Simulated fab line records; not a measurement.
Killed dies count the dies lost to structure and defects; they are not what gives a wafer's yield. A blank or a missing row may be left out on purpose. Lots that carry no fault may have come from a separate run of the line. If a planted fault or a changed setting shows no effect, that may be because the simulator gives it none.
Matching of chambers || flow gf180mcu || GF_V4_CMP_26 on cmp-02 has 4 sister chambers
The step polishes, stops on SiO2, t overpolish 15 s, target thk 0 nm. 4 wafers are shown with their chamber, then 11 later ones without.

== WAFERS PAIRED WITH THEIR CHAMBERS ==
{"wafer": "L086.6", "chamber": 3, "motor_current_A (A)": 12.4}
{"wafer": "L088.2", "chamber": 2, "motor_current_A (A)": 11.6}
{"wafer": "L088.6", "chamber": 1, "motor_current_A (A)": 10.3}
{"wafer": "L089.2", "chamber": 0, "motor_current_A (A)": 10.9}

== WAFERS WITH NO CHAMBER GIVEN ==
{"wafer": "L089.4", "motor_current_A (A)": 10.0}
{"wafer": "L089.6", "motor_current_A (A)": 10.3}
{"wafer": "L091.3", "motor_current_A (A)": 11.5}
{"wafer": "L091.4", "motor_current_A (A)": 10.8}
{"wafer": "L091.5", "motor_current_A (A)": 11.6}
{"wafer": "L092.1", "motor_current_A (A)": 9.7}
{"wafer": "L092.3", "motor_current_A (A)": 11.0}
{"wafer": "L092.6", "motor_current_A (A)": 10.2}
{"wafer": "L094.1", "motor_current_A (A)": 11.7}
{"wafer": "L094.2", "motor_current_A (A)": 10.2}
{"wafer": "L094.3", "motor_current_A (A)": 10.3}

== WHICH CHAMBER EACH ONE RAN IN ==
{"wafer": "L089.4", "from the rows above": 1, "in truth": 1}
{"wafer": "L089.6", "from the rows above": 1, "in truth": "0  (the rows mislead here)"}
{"wafer": "L091.3", "from the rows above": 2, "in truth": 2}
{"wafer": "L091.4", "from the rows above": "can't be placed: 0 or 1", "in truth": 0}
{"wafer": "L091.5", "from the rows above": 2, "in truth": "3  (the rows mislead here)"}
{"wafer": "L092.1", "from the rows above": 1, "in truth": 1}
{"wafer": "L092.3", "from the rows above": 0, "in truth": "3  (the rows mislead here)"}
{"wafer": "L092.6", "from the rows above": 1, "in truth": 1}
{"wafer": "L094.1", "from the rows above": 2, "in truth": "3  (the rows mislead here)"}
{"wafer": "L094.2", "from the rows above": 1, "in truth": 1}
{"wafer": "L094.3", "from the rows above": 1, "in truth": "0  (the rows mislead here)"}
Correct placement for 5 of the 11. Cannot be placed on the basis of these rows: 1; the candidates contain the true chamber in 1. Number placed wrongly: 5.
How it was worked out, from the rows above alone: a wafer's distance from a chamber is the root of the sum, over the readings, of the square of ((its reading less the chamber's mean) divided by the reading's scatter). The wafer belongs to the nearest chamber; if the next one is less than 2 further off, it can't be placed. Each chamber's mean is taken over the wafers shown for it. The scatter: with one shown wafer a chamber, the root of the mean of the squares of how far each hidden wafer lies from its nearest shown one.
